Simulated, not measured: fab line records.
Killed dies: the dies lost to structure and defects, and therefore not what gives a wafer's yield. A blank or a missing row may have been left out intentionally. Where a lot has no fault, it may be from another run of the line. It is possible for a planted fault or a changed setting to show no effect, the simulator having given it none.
One fault through the eyes of 2 desks / flow gf180mcu / what lay behind the numbers comes last; until then each desk has only its own

## FROM THE METROLOGY DESK
Lot by lot, what the gauges showed, no matter which tool ran the lot: averages of those sampled wafers that carry a number. Any lot whose mean is over 4 standard deviations away from the usual mean is out of limits and marked OUT; that distance is given in the brackets.
Columns: A = M3_ALCU_RS at GF_M3_RS_MEAS_05, usual 0.0696 ohm/sq; B = PASSIVATION_CVD_00_THK at GF_PASSIVATION_THK_MEAS_01, usual 999 nm
lot=L947; first seen here=day 20 15:05; A=0.0700; B=999
lot=L948; first seen here=day 21 06:53; A=0.0697; B=994
lot=L949; first seen here=day 21 08:26; A=0.0693; B=1013
lot=L950; first seen here=day 21 22:34; A=0.0695; B=997
lot=L951; first seen here=day 22 06:14; A=0.0697; B=1005
lot=L953; first seen here=day 23 07:37; A=0.0689; B=1023
lot=L954; first seen here=day 23 11:17; A=0.0685; B=1024
lot=L962; first seen here=day 25 23:34; A=0.0697; B=988
lot=L963; first seen here=day 26 15:01; A=0.0699; B=1013
lot=L965; first seen here=day 26 19:46; A=0.0693; B=1002
lot=L967; first seen here=day 27 14:22; A=0.0685; B=1009
lot=L968; first seen here=day 27 15:22; A=0.0709; B=991
lot=L969; first seen here=day 28 12:55; A=0.0680; B=989
This desk found nothing out of limits on any of the 13 lots.

## AT THE TOOL OWNER'S DESK: pecvd-02
The tool's own readings at GF_PASSIVATION_CVD_00 (deposits SiO2 from TEOS, target thk 1000 nm, time 111.95 s): means of the sampled wafers that have a number, for each lot that ran on this tool. Any lot whose mean is over 4 standard deviations away from the usual mean is out of limits and marked OUT; that distance is given in the brackets.
Columns: A = heaterPowerW at GF_PASSIVATION_CVD_00, usual 662 W; B = runLengthS at GF_PASSIVATION_CVD_00, usual 139.9 s
lot=L950; first seen here=day 29 09:35; A=738; B=140.3
lot=L951; first seen here=day 29 16:11; A=653; B=140.1
lot=L953; first seen here=day 30 12:50; A=661; B=143.4 (+6.2) OUT
lot=L954; first seen here=day 30 22:52; A=709; B=142.1
lot=L967; first seen here=day 33 22:02; A=673; B=140.5
This desk finds L953 out of limits, L953 being first, at day 30 12:50 (runLengthS at GF_PASSIVATION_CVD_00). L950, L951, L954, L967 stayed within limits.

## ALL TOGETHER
At day 30 12:50, on L953, the tool owner's desk was in a position to raise an alarm.
At the metrology desk, nothing out of limits was observed.
The metrology desk holds a record of L953, inside its limits.
All the named lots went through GF_PASSIVATION_CVD_00 on pecvd-02.

## WHAT WAS PUT IN BY THE SIMULATOR
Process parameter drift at GF_PASSIVATION_CVD_00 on pecvd-02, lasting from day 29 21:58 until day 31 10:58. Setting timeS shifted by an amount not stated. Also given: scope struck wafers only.
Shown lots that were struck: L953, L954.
Time in hours from fault onset to the first out-of-limits reading at each desk: the tool owner's desk, 15.
